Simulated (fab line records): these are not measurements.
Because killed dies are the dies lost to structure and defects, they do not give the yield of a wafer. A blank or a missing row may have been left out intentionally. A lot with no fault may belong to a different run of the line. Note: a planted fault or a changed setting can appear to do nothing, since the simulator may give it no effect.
Lot-split experiment | flow gf180mcu | 5 lots, 23 wafers read, on a route of 602 steps

== THE SPLIT ITSELF ==
At GF_HV_LDD_COAT_41 (resist thk 1000 nm), the setting resistThkNm was moved away from the recipe's 1000 nm on 10 of the 23 wafers read, by -5.5% to +1.7%. For the rest of the wafers, this setting stayed at what the recipe calls for.

The reading is taken at the split's own step.

== THE READING ==
NOVOLAK_of_HV_LDD_COAT_41.thkNm (the simulator's own value, which no gauge read), in nm, at GF_HV_LDD_COAT_41 (resist thk 1000 nm). No usual value for it is given in the file. Here, 13 wafers ran the recipe; their average is 997.3 nm with a standard deviation of 2.7 nm.

wafer  | tool, chamber at the split | resistThkNm as run, nm | against the recipe | NOVOLAK_of_HV_LDD_COAT_41.thkNm, nm | against lot-mates on the recipe
L075.2 | lithoTrack-02, 0           | 1000                   | recipe             | 998.2                               | -
L075.3 | lithoTrack-02, 0           | 1000                   | recipe             | 998.2                               | -
L075.4 | lithoTrack-02, 0           | 1000                   | recipe             | 997.7                               | -
L077.1 | lithoTrack-02, 0           | 1000                   | recipe             | 995.5                               | -
L077.2 | lithoTrack-02, 0           | 1017                   | +1.7%              | 1012                                | +17.6
L077.3 | lithoTrack-02, 0           | 1000                   | recipe             | 995.3                               | -
L077.4 | lithoTrack-02, 0           | 1000                   | recipe             | 992.5                               | -
L077.6 | lithoTrack-02, 0           | 1017                   | +1.7%              | 1014                                | +19.6
L080.2 | lithoTrack-04, 0           | 1000                   | recipe             | 995.6                               | -
L080.3 | lithoTrack-04, 0           | 961.8                  | -3.8%              | 958.2                               | -37.5
L080.4 | lithoTrack-04, 0           | 1000                   | recipe             | 995.9                               | -
L080.5 | lithoTrack-04, 0           | 961.8                  | -3.8%              | 956.3                               | -39.5
L080.6 | lithoTrack-04, 0           | 961.8                  | -3.8%              | 959.3                               | -36.5
L081.1 | lithoTrack-02, 0           | 1000                   | recipe             | 997.1                               | -
L081.2 | lithoTrack-02, 0           | 1000                   | recipe             | 1000                                | -
L081.3 | lithoTrack-02, 0           | 1000                   | recipe             | 995.6                               | -
L081.5 | lithoTrack-02, 0           | 964.7                  | -3.5%              | 961.2                               | -36.4
L081.6 | lithoTrack-02, 0           | 964.7                  | -3.5%              | 961.8                               | -35.8
L082.2 | lithoTrack-02, 0           | 944.5                  | -5.5%              | 944.1                               | -57.6
L082.3 | lithoTrack-02, 0           | 1000                   | recipe             | 999.5                               | -
L082.4 | lithoTrack-02, 0           | 944.5                  | -5.5%              | 947.4                               | -54.4
L082.5 | lithoTrack-02, 0           | 1000                   | recipe             | 1004                                | -
L082.6 | lithoTrack-02, 0           | 944.5                  | -5.5%              | 945.1                               | -56.6

THE FIT
A straight line over all 23 wafers: NOVOLAK_of_HV_LDD_COAT_41.thkNm changes by +9.64 nm for each +1% of resistThkNm; r = +0.99; the points scatter about the line by 2.6 nm.
The same after taking each lot's own level away (the mean of its wafers on the recipe; 23 wafers): +10.2 nm for each +1%; r = +1.00; scatter 1.4 nm.
On that fit, the largest move of resistThkNm shifts the reading by 56 nm.
Measured against the standard deviation above, the lots' own levels, which go from 994.43 to 1001.75 nm, span 2.7 times it.
Hence the lot-to-lot level has little effect on the slope; both slopes agree.
Check: with one of the wafers moved furthest among these (-5.5%) left out of the fit, the line predicts -55.8 nm for it against its lot-mates. It came out at -57.6 nm against them.

== THE OTHER SPLITS THESE WAFERS WENT THROUGH ==
Note: prior to the reading, these wafers also went through further splits. Each is held against what the fit with the lots' levels taken away leaves over:
other split on the same wafers    | wafers away from the commonest value | r with NOVOLAK_of_HV_LDD_COAT_41.thkNm (lot level and that fit taken away)
GF_VT_IMPLANT_IMPLANT_30 doseCm2  | 10                                   | -0.17
GF_VT_IMPLANT_SOFTBAKE_36 tempC   | 6                                    | +0.22
GF_POLY_GATE_EXPOSE_07 doseMj     | 7                                    | -0.35
GF_POLY_GATE_OXIDATION_16 tempC   | 5                                    | +0.13
GF_HV_LDD_DEVELOP_06 developTimeS | 10                                   | -0.26
GF_HV_LDD_DEVELOP_18 developTimeS | 8                                    | -0.20
GF_HV_LDD_IMPLANT_21 energyKev    | 9                                    | +0.06
GF_HV_LDD_DEVELOP_30 developTimeS | 7                                    | +0.39

== FILE'S OWN FIT ==
NOVOLAK_of_HV_LDD_COAT_41.thkNm changes by +10.1 nm for each +1% of resistThkNm, r = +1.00.
